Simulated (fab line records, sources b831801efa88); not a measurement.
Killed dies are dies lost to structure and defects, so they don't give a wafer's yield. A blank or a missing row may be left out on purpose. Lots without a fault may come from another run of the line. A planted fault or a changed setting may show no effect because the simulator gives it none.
Which tool did it? | flow gf180mcu | 11 lots, 33 wafers sampled, at 4 steps of a route of 602

WHAT THE GAUGES READ, wafer by wafer
GF_HV_LDD_TW_MEAS_38. Usual: HV_LDD_3_TW 1433, standard deviation 11.
lot  | measured     | on            | HV_LDD_3_TW    | flag
L166 | day 11 21:31 | film_metro-04 | 1446 1449 1446 |
L167 | day 12 00:28 | film_metro-04 | 1448 1446 1446 |
L170 | day 12 23:25 | film_metro-04 | 1451 1446 1450 |
L172 | day 13 12:44 | film_metro-02 | 1418 1425 1425 |
L174 | day 14 08:55 | film_metro-01 | 1439 1447 1446 |
L175 | day 14 16:02 | film_metro-04 | 1441 1437 1445 |
L176 | day 14 20:58 | film_metro-01 | 1432 1443 1444 |
L181 | day 16 17:10 | film_metro-02 | 1368 1368 1363 | OFF
L182 | day 17 08:18 | film_metro-02 | 1357 1370 1363 | OFF
L187 | day 18 08:15 | film_metro-02 | 1414 1412 1416 |
L188 | day 19 01:31 | film_metro-02 | 1419 1419 1425 |

GF_HV_LDD_RS_MEAS_53: measures by four-point-probe. Usual: HV_LDD_RS 418.1 ohm/sq, standard deviation 0.93.
lot  | measured     | on            | HV_LDD_RS (ohm/sq) | flag
L166 | day 12 16:53 | film_metro-02 | 417.1 416.5 418.1  |
L167 | day 12 20:07 | film_metro-02 | 418.4 418.4 417.1  |
L170 | day 13 19:44 | film_metro-04 | 418.9 419.1 419.9  |
L172 | day 14 09:38 | film_metro-02 | 417.9 417.3 417.4  |
L174 | day 15 06:40 | film_metro-04 | 417.6 417.9 417.7  |
L175 | day 15 14:02 | film_metro-04 | 417.2 416.8 417.5  |
L176 | day 15 17:50 | film_metro-04 | 417.2 418.6 418.6  |
L181 | day 17 16:13 | film_metro-04 | 430.3 430.2 428.8  | OFF
L182 | day 18 08:11 | film_metro-04 | 429.5 428.6 429.3  | OFF
L187 | day 19 08:26 | film_metro-01 | 417.2 417.4 417.9  |
L188 | day 20 02:26 | film_metro-04 | 416.9 415.8 418.4  |

WHICH TOOL RAN EACH LOT (tool, then ch and the chambers of the sampled wafers, then the start)
lot  | GF_NWELL_STRIP_10                   | GF_HV_LDD_IMPLANT_36
L166 | plasma_asher-04 ch 0,1, day 3 10:06 | implanter-04 ch 0, day 11 21:16
L167 | plasma_asher-01 ch 0,1, day 3 14:26 | implanter-02 ch 0, day 12 00:14
L170 | plasma_asher-02 ch 0,1, day 4 09:11 | implanter-04 ch 0, day 12 23:10
L172 | plasma_asher-02 ch 0,1, day 4 16:58 | implanter-04 ch 0, day 13 12:32
L174 | plasma_asher-04 ch 0,1, day 5 04:12 | implanter-03 ch 0, day 14 08:41
L175 | plasma_asher-02 ch 0,1, day 5 09:10 | implanter-03 ch 0, day 14 15:50
L176 | plasma_asher-01 ch 0,1, day 5 15:23 | implanter-03 ch 0, day 14 20:43
L181 | plasma_asher-02 ch 0, day 6 17:59   | implanter-03 ch 0, day 16 16:56
L182 | plasma_asher-01 ch 0,1, day 7 09:05 | implanter-03 ch 0, day 17 08:03
L187 | plasma_asher-04 ch 0,1, day 8 03:38 | implanter-04 ch 0, day 18 08:00
L188 | plasma_asher-01 ch 0,1, day 8 12:29 | implanter-04 ch 0, day 19 01:16
- GF_NWELL_STRIP_10: strips in O2/N2.
- GF_HV_LDD_IMPLANT_36

WHAT THE TOOLS THEMSELVES READ (means of the sampled wafers that have a number; where no wafer has one, the mark that the record gives instead)
GF_NWELL_STRIP_10. Usual: drypump_motor_current_A 5.7 A, standard deviation 0.39; heater_power_w 344 W, standard deviation 46; oes_product_au 0.722 a.u., standard deviation 0.0049; strip_time_to_endpoint_s 36.97 s, standard deviation 0.11.
lot  | tool            | drypump_motor_current_A (A) | heater_power_w (W) | oes_product_au (a.u.) | strip_time_to_endpoint_s (s) | flag
L166 | plasma_asher-04 | 5.9                         | 353                | 0.721                 | 36.68                        |
L167 | plasma_asher-01 | 5.3                         | 301                | 0.726                 | 36.89                        |
L170 | plasma_asher-02 | 6.0                         | 412                | 0.721                 | 36.98                        |
L172 | plasma_asher-02 | 6.0                         | 367                | 0.720                 | 36.97                        |
L174 | plasma_asher-04 | 5.9                         | 355                | 0.716                 | 37.07                        |
L175 | plasma_asher-02 | 6.0                         | 403                | 0.722                 | 36.94                        |
L176 | plasma_asher-01 | 5.1                         | 304                | 0.721                 | 37.01                        |
L181 | plasma_asher-02 | 6.0                         | 329                | 0.720                 | 36.91                        |
L182 | plasma_asher-01 | 5.1                         | 303                | 0.723                 | 37.10                        |
L187 | plasma_asher-04 | 5.7                         | 340                | 0.723                 | 36.90                        |
L188 | plasma_asher-01 | 5.2                         | 307                | 0.722                 | 37.02                        |

GF_HV_LDD_IMPLANT_36. Usual: dose_ions_cm2 7.501e+12, standard deviation 8.1e+09; faraday_current_uA 42.4, standard deviation 0.79.
lot  | tool         | dose_ions_cm2 | faraday_current_uA | flag
L166 | implanter-04 | 7.515e+12     | 42.1               |
L167 | implanter-02 | 7.509e+12     | 43.0               |
L170 | implanter-04 | 7.493e+12     | 42.1               |
L172 | implanter-04 | 7.496e+12     | 42.7               |
L174 | implanter-03 | 7.506e+12     | 43.2               |
L175 | implanter-03 | 7.501e+12     | 42.6               |
L176 | implanter-03 | 7.505e+12     | 42.6               |
L181 | implanter-03 | 3.713e+12     | 20.7               | OFF
L182 | implanter-03 | 3.721e+12     | 21.2               | OFF
L187 | implanter-04 | 7.494e+12     | 41.8               |
L188 | implanter-04 | 7.505e+12     | 42.5               |

THE ANSWER, worked out from the rows above alone
Rule: a lot is off if the mean of its wafers that have a number lies more than 3 standard deviations from the usual mean. A lot without any number at a reading at which 4 lots or more have one is off too. The other lots that the step has rows for count as sound. The gauges are gone through in route order, then the tools' own readings, and for those a lot's mean is taken as printed above. The first step at which some lot is off is used, and at that step the reading that is off furthest; a lot without a number counts as furthest.
Off: L181, L182, at GF_HV_LDD_TW_MEAS_38 (HV_LDD_3_TW).
A tool fits if, at a process step before that reading, it ran every lot that is off, and no sound lot after the first of them. The gauges at GF_HV_LDD_TW_MEAS_38 aren't tried: what is off there is off at GF_HV_LDD_RS_MEAS_53 too, on other tools, and a gauge's error can't cause that. One fits: implanter-03 at GF_HV_LDD_IMPLANT_36. Its last sound lot is L176 (day 14 20:43), its first lot that is off L181 (day 16 16:56): a fault that began between those two fits.
The tool's own readings at GF_HV_LDD_IMPLANT_36 bear it out: on the lots that are off they differ by more than 5 times the standard deviation of the sound lots' means. dose_ions_cm2 reads 3.717e+12 there against 7.503e+12 on the sound lots; faraday_current_uA reads 20.9 there against 42.5 on the sound lots.

WHAT THE SIMULATOR HAD PUT IN
Process parameter drift: implanter-03, from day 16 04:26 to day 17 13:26, at GF_HV_LDD_IMPLANT_36. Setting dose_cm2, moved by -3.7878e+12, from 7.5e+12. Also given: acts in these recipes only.
Lots struck among those shown: L181, L182. The rule above found the same.
